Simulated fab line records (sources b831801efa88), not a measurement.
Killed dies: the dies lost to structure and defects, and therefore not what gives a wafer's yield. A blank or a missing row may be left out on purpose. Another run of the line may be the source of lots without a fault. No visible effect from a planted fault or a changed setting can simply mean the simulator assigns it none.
One fault seen from 2 desks :: flow gf180mcu :: only its own numbers are on each desk; what lay behind them is given at the end

== TOOL OWNER'S DESK, pecvd-04 ==
The tool's own readings at GF_V2_CVD_02 (deposits SiO2 from TEOS, target thk 850 nm, time 94.851 s): means of the sampled wafers that have a number, for each lot that ran on this tool. Marked OUT: a lot whose mean sits more than 4 standard deviations from the usual mean, which makes it out of limits; the brackets give that distance.
Columns: A = heaterPowerW at GF_V2_CVD_02, usual 663 W; B = rfFwdPowerW at GF_V2_CVD_02, usual 596.2 W; C = susceptorTempC at GF_V2_CVD_02, usual 400.00 C
lot: L349
first seen here: day 21 14:10
A: 680
B: 630.0 (+17) OUT
C: 400.15

lot: L350
first seen here: day 21 15:26
A: 647
B: 628.9 (+16) OUT
C: 399.95

lot: L366
first seen here: day 27 04:03
A: 687
B: 595.8
C: 400.06
This desk's finding: out of limits on L349, L350; first on L349, day 21 14:10 (rfFwdPowerW at GF_V2_CVD_02). L366 stayed within limits.

== METROLOGY DESK ==
What the gauges read for every lot (on any tool): the sampled wafers with a number, averaged. Marked OUT: a lot whose mean sits more than 4 standard deviations from the usual mean, which makes it out of limits; the brackets give that distance.
Columns: A = cdNm at GF_M2_CD_MEAS_14, usual 280.0 nm; B = M2_OVL at GF_M2_OVL_MEAS_15, usual -3 nm; C = V2_CVD_00_THK at GF_V2_THK_MEAS_01, usual 611 nm; D = V2_CVD_02_THK at GF_V2_THK_MEAS_03, usual 853 nm
lot: L349
first seen here: day 21 12:49
A: 280.6
B: 1
C: 609
D: 864

lot: L350
first seen here: day 21 14:28
A: 279.7
B: -8
C: 616
D: 863

lot: L360
first seen here: day 25 12:29
A: 280.6
B: -10
C: 617
D: 866

lot: L364
first seen here: day 26 15:23
A: 280.4
B: -6
C: 610
D: 855

lot: L365
first seen here: day 26 18:17
A: 281.0
B: 9
C: 620
D: 858

lot: L366
first seen here: day 27 03:08
A: 278.2
B: -7
C: 612
D: 845
This desk found nothing out of limits on any of the 6 lots.

== BROUGHT TOGETHER ==
The tool owner's desk had the chance to raise an alarm at day 21 14:10 on L349, L350.
Nothing out of limits was seen by the metrology desk.
The metrology desk has L349, L350 on record, within its limits.
The lots listed all ran GF_V2_CVD_02 on pecvd-04.

== WHAT THE SIMULATOR HAD INSERTED ==
pecvd-04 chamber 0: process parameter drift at GF_V2_CVD_02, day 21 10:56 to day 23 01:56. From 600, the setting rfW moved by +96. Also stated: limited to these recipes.
Lots struck among those shown: L349, L350.
Hours from the fault's start to each desk's first reading out of limits: the tool owner's desk, 3.
